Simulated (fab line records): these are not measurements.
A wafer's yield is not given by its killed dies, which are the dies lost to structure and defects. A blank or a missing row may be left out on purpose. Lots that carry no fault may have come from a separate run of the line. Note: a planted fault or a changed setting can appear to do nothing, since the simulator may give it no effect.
What tool caused it? | flow gf180mcu | 24 lots, 72 wafers sampled, at 3 steps of a route of 602

## WHAT EACH GAUGE READ, for each wafer
GF_V4_OVL_MEAS_15. Usual: V4_OVL 0 nm, standard deviation 5.9.
lot  | measured     | on         | V4_OVL (nm) | flag
L074 | day 23 22:25 | overlay-01 | 2 0 -9      |
L075 | day 25 04:15 | overlay-01 | 2 -3 -2     |
L076 | day 25 18:38 | overlay-01 | -1 -5 -7    |
L077 | day 25 19:39 | overlay-01 | 2 5 4       |
L078 | day 26 09:00 | overlay-01 | -4 -4 -6    |
L079 | day 26 19:17 | overlay-02 | 13 9 13     |
L081 | day 27 01:43 | overlay-01 | 2 -1 5      |
L080 | day 27 02:23 | overlay-01 | 10 14 12    |
L082 | day 27 11:26 | overlay-01 | -8 -5 1     |
L083 | day 27 13:32 | overlay-02 | -1 -3 -2    |
L084 | day 28 07:13 | overlay-02 | -5 -2 3     |
L085 | day 28 13:35 | overlay-02 | -9 -4 -10   |
L087 | day 28 18:40 | overlay-01 | -6 -9 -2    |
L086 | day 28 19:19 | overlay-01 | 7 7 10      |
L088 | day 29 09:49 | overlay-01 | -11 -11 -13 |
L089 | day 29 18:11 | overlay-01 | 2 -5 -6     |
L090 | day 29 18:37 | overlay-01 | -4 -1 2     |
L091 | day 29 20:53 | overlay-01 | 2 2 -2      |
L092 | day 30 10:37 | overlay-01 | 2 -1 3      |
L093 | day 30 12:00 | overlay-01 | 1 -4 -3     |
L094 | day 30 17:26 | overlay-02 | 1 -1 -2     |
L095 | day 31 02:25 | overlay-02 | -3 0 -1     |
L096 | day 31 04:55 | overlay-02 | -1 -7 1     |
L097 | day 31 10:11 | overlay-02 | 1 -2 2      |

## WHAT TOOL EACH LOT RAN ON (gives the tool, then ch and the chambers of the sampled wafers, and finally the start)
lot  | GF_SAB_CVD_00                   | GF_CONTACT_STRIP_18
L074 | pecvd-03 ch 1,2, day 13 17:43   | plasma-asher-01 ch 0,1, day 15 13:45
L075 | pecvd-03 ch 0,2, day 14 21:34   | plasma-asher-03 ch 0,1, day 16 20:21
L076 | pecvd-02 ch 0,1,2, day 15 13:16 | plasma-asher-01 ch 0,1, day 17 11:51
L077 | pecvd-03 ch 0,2, day 15 14:34   | plasma-asher-01 ch 0,1, day 17 13:45
L078 | pecvd-02 ch 0,1,2, day 16 04:26 | plasma-asher-01 ch 0,1, day 18 04:19
L079 | pecvd-02 ch 0,1, day 16 16:05   | plasma-asher-01 ch 0,1, day 18 16:26
L081 | pecvd-02 ch 0,2, day 16 21:10   | plasma-asher-01 ch 0,1, day 18 22:26
L080 | pecvd-04 ch 0,1,2, day 16 22:10 | plasma-asher-04 ch 0,1, day 18 23:34
L082 | pecvd-03 ch 0,1, day 17 11:22   | plasma-asher-01 ch 0,1, day 19 13:04
L083 | pecvd-04 ch 0,1,2, day 17 13:58 | plasma-asher-01 ch 0,1, day 19 16:12
L084 | pecvd-02 ch 0,2, day 18 06:34   | plasma-asher-04 ch 0,1, day 20 09:50
L085 | pecvd-04 ch 1,2, day 18 16:04   | plasma-asher-01 ch 0,1, day 20 18:33
L087 | pecvd-02 ch 0,1,2, day 18 19:54 | plasma-asher-03 ch 0,1, day 20 22:46
L086 | pecvd-04 ch 0,1,2, day 18 22:18 | plasma-asher-01 ch 0,1, day 21 01:59
L088 | pecvd-02 ch 1,2, day 19 18:05   | plasma-asher-04 ch 1, day 21 20:01
L089 | pecvd-04 ch 0,1, day 20 01:10   | plasma-asher-01 ch 0,1, day 22 03:29
L090 | pecvd-04 ch 1,2, day 20 03:13   | plasma-asher-04 ch 0, day 22 05:23
L091 | pecvd-04 ch 0,1, day 20 09:36   | plasma-asher-04 ch 0, day 22 11:14
L092 | pecvd-03 ch 0,1,2, day 20 23:11 | plasma-asher-04 ch 0,1, day 22 23:52
L093 | pecvd-02 ch 0,2, day 21 02:04   | plasma-asher-03 ch 0,1, day 23 03:11
L094 | pecvd-03 ch 1,2, day 21 11:01   | plasma-asher-04 ch 0,1, day 23 10:32
L095 | pecvd-04 ch 1,2, day 21 22:19   | plasma-asher-03 ch 0,1, day 23 22:09
L096 | pecvd-02 ch 1,2, day 22 00:25   | plasma-asher-01 ch 0,1, day 23 23:44
L097 | pecvd-03 ch 0,1,2, day 22 06:35 | plasma-asher-03 ch 0,1, day 24 06:00
- GF_SAB_CVD_00: deposits SiO2 from TEOS, target thk 50 nm, time 4.9302 s.
- GF_CONTACT_STRIP_18: strips in O2/N2.

## WHAT THE TOOLS THEMSELVES READ (means of the sampled wafers that have a number; where no wafer has one, the mark that the record gives instead)
GF_SAB_CVD_00. Usual: heater-power-w 660 W, standard deviation 97.
lot  | tool     | heater-power-w (W) | flag
L074 | pecvd-03 | 663                |
L075 | pecvd-03 | 679                |
L076 | pecvd-02 | 627                |
L077 | pecvd-03 | 747                |
L078 | pecvd-02 | 611                |
L079 | pecvd-02 | 573                |
L081 | pecvd-02 | 634                |
L080 | pecvd-04 | 662                |
L082 | pecvd-03 | 713                |
L083 | pecvd-04 | 657                |
L084 | pecvd-02 | 679                |
L085 | pecvd-04 | 658                |
L087 | pecvd-02 | 577                |
L086 | pecvd-04 | 685                |
L088 | pecvd-02 | 550                |
L089 | pecvd-04 | 670                |
L090 | pecvd-04 | 563                |
L091 | pecvd-04 | 675                |
L092 | pecvd-03 | 721                |
L093 | pecvd-02 | 644                |
L094 | pecvd-03 | 728                |
L095 | pecvd-04 | 666                |
L096 | pecvd-02 | 615                |
L097 | pecvd-03 | 689                |

GF_CONTACT_STRIP_18. Usual: drypump-motor-current-A 6.2 A, standard deviation 0.4; heater-power-w 342 W, standard deviation 26; oes-product-au 0.579 a.u., standard deviation 0.0057.
lot  | tool            | drypump-motor-current-A (A) | heater-power-w (W) | oes-product-au (a.u.) | flag
L074 | plasma-asher-01 | 6.2                         | 334                | 0.577                 |
L075 | plasma-asher-03 | 6.6                         | 319                | 0.576                 |
L076 | plasma-asher-01 | 6.3                         | 333                | 0.584                 |
L077 | plasma-asher-01 | 6.3                         | 330                | 0.579                 |
L078 | plasma-asher-01 | 6.3                         | 338                | 0.579                 |
L079 | plasma-asher-01 | 6.3                         | 333                | 0.583                 |
L081 | plasma-asher-01 | 6.2                         | 327                | 0.575                 |
L080 | plasma-asher-04 | 5.7                         | 347                | 0.574                 |
L082 | plasma-asher-01 | 6.2                         | 339                | 0.573                 |
L083 | plasma-asher-01 | 6.3                         | 332                | 0.576                 |
L084 | plasma-asher-04 | 5.7                         | 348                | 0.579                 |
L085 | plasma-asher-01 | 6.3                         | 344                | 0.581                 |
L087 | plasma-asher-03 | 6.6                         | 334                | 0.576                 |
L086 | plasma-asher-01 | 6.2                         | 329                | 0.583                 |
L088 | plasma-asher-04 | 6.5                         | 395                | 0.574                 |
L089 | plasma-asher-01 | 6.2                         | 333                | 0.582                 |
L090 | plasma-asher-04 | 5.3                         | 327                | 0.581                 |
L091 | plasma-asher-04 | 5.3                         | 329                | 0.577                 |
L092 | plasma-asher-04 | 6.0                         | 374                | 0.585                 |
L093 | plasma-asher-03 | 6.6                         | 331                | 0.579                 |
L094 | plasma-asher-04 | 5.7                         | 350                | 0.580                 |
L095 | plasma-asher-03 | 6.6                         | 336                | 0.581                 |
L096 | plasma-asher-01 | 6.3                         | 334                | 0.580                 |
L097 | plasma-asher-03 | 6.6                         | 327                | 0.580                 |

## THE ANSWER, worked out from the rows above alone
Rule: lot off if the mean of its wafers having a number is beyond 3 standard deviations from the usual mean. Also off: a lot with no number at a reading for which 4 or more lots have one. All remaining lots with rows at the step are treated as sound. The gauges are gone through in route order, then the tools' own readings, and for those a lot's mean is taken as printed above. At the first step where some lot is off, the reading lying furthest off is the one used; lots without a number count as furthest.
Across all readings shown, no lot is off: no conclusion can be drawn from this.

## WHAT WAS PUT IN BY THE SIMULATOR
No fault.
